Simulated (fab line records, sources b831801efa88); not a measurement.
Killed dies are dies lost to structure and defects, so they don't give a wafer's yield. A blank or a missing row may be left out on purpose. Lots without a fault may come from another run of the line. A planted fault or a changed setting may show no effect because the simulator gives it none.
A struck lot beside a sound one | flow sky130 | 34 steps out of a route of 708
Sound: wafers L818.1, L818.4, L818.6. Struck: wafers L824.4, L824.5, L824.6. The cause comes at the end.
At each step with rows: each side's tool, then ch and its chambers, then its first start. Under that, the readings that differ: sound wafers | struck wafers | difference of the means | sigmas: that difference in standard deviations of wafers without a fault.
alike: readings whose means differ by less than 2 such deviations, and words and numbers that are the same on both sides. not compared: withheld readings, readings that some wafer has no value for, bounds like >300 that may hide the same value, and numbers for which the record gives no deviation and whose values overlap.
The two part at a step that has a row with sigmas, a row that says differs or no value, or rows on one side only. Numbers that don't overlap but have no deviation are shown without sigmas and don't part them. A reading that every wafer of one side lacks parts them only if that side has two wafers or more.

first, 9 steps without rows for these wafers: SKY_METAL1_DEHYDRATE_07 (time 60 s); SKY_METAL1_HMDS_08 (prime time 60 s); SKY_METAL1_COAT_09 (resist thk 60 nm); SKY_METAL1_COAT_10 (resist thk 450 nm); SKY_METAL1_SOFTBAKE_11 (time 90 s); SKY_METAL1_EXPOSE_12 (exposes mask MM1, target cd 140 nm); SKY_METAL1_PEB_13; SKY_METAL1_DEVELOP_14 (develop time 60 s); SKY_METAL1_DESCUM_17 (chemistry O2, time 8 s).
SKY_METAL1_ETCH_18: etches BARC in N2/H2, stops on SiO2, time 45.9 s, target depth 60 nm.
  sound on rie_metal-01 ch 0,1, day 33 23:32; struck on rie_metal-01 ch 0,1, day 35 04:06
  alike: drypump_motor_current_A, oes_product_au, throttle_valve_pct
  not compared: rf_hours_counter_h
then, 23 steps without rows for these wafers: SKY_METAL1_METAL_ETCH_19 (etches the open film in Cl2/BCl3, stops on SiO2, target depth 360 nm, time 78 s); SKY_METAL1_STRIP_20 (strips in O2/N2); SKY_METAL1_STRIP_21 (strips in post etch residue remover, time 1200 s); SKY_METAL1_CLEAN_22 (cleans in IPA, time 180 s); SKY_METAL1_CLEAN_23 (cleans in O3/DIW); SKY_VIA1_HDPCVD_00 (deposits SiO2, target thk 1030 nm, time 171.7 s); SKY_VIA1_CMP_02 (polishes SiO2); SKY_VIA1_DEHYDRATE_04 (time 60 s); SKY_VIA1_HMDS_05 (prime time 60 s); SKY_VIA1_COAT_06 (resist thk 60 nm); SKY_VIA1_COAT_07 (resist thk 450 nm); SKY_VIA1_SOFTBAKE_08 (time 90 s); SKY_VIA1_EXPOSE_09 (exposes mask VIM, target cd 150 nm); SKY_VIA1_PEB_10; SKY_VIA1_DEVELOP_11 (develop time 60 s); SKY_VIA1_ETCH_14 (etches BARC in N2/H2, stops on SiO2, time 45.9 s, target depth 60 nm); SKY_VIA1_ETCH_15 (etches SiO2 in C4F8/O2/Ar, stops on TiN, target depth 351 nm, time 54 s); SKY_VIA1_STRIP_16 (strips in O2/N2); SKY_VIA1_STRIP_17 (strips in post etch residue remover, time 1200 s); SKY_VIA1_CLEAN_18 (cleans in IPA, time 180 s); SKY_VIA1_CLEAN_19 (cleans in O3/DIW); SKY_VIA1_SPUTTER_20 (material TiN, target thk 20 nm, time 80 s); SKY_VIA1_CVD_21 (deposits W, target thk 270 nm, time 80.902 s).
-- the record jumps here: 12 days lie between the struck wafers' starts before and after (it left off in module VIA1 and takes up again in module PAD_OPEN, whose first step shown is number 708 of the route) --
SKY_PAD_OPEN_PROBE_99:
  sound on prober-02, day 46 13:09; struck on prober-01, day 47 12:46
  reading                               | sound               | struck            | difference | sigmas
  defect_limited_yield (%)              | 82.5 80.7 82.7      | 77.0 73.0 74.0    | -7.3       | -4
  killed_at_M0_to_M3                    | 38 50 44            | 78 85 80          | +37        | +5
  killed_dies                           | 86 95 85            | 113 133 128       | +36        | +4
  sort_bin_3_pad_short (%)              | 0.6 0.6 1.0         | 2.8 2.8 1.8       | +1.7       | +4
  sort_bin_5_function (%)               | 10.8 10.8 11.0      | 15.7 17.5 16.7    | +5.8       | +4
  sort_n_pass                           | 406 397 407         | 379 359 364       | -36        | -4
  sort_yield_pct (%)                    | 82.5 80.7 82.7      | 77.0 73.0 74.0    | -7.3       | -4
  model.etest.tester.sort_n_pass        | 406 397 407         | 379 359 364       | -36        |
  model.etest.tester.sort_yield_pct (%) | 82.52 80.69 82.72   | 77.03 72.97 73.98 | -7.32      |
  model.etest.tester.sort_bin_5_pct (%) | 10.77 10.77 10.98   | 15.65 17.48 16.67 | +5.76      |
  model.etest.tester.sort_bin_3_pct (%) | 0.6098 0.6098 1.016 | 2.846 2.846 1.829 | +1.762     |
  alike: killed_at_M4_up, killed_at_contacts, killed_at_front_end, killed_at_other, killed_open, killed_short, sort_bin_6_memory

WHERE THEY PART
Only at SKY_PAD_OPEN_PROBE_99, within this record.

WHY: what the simulator had put in
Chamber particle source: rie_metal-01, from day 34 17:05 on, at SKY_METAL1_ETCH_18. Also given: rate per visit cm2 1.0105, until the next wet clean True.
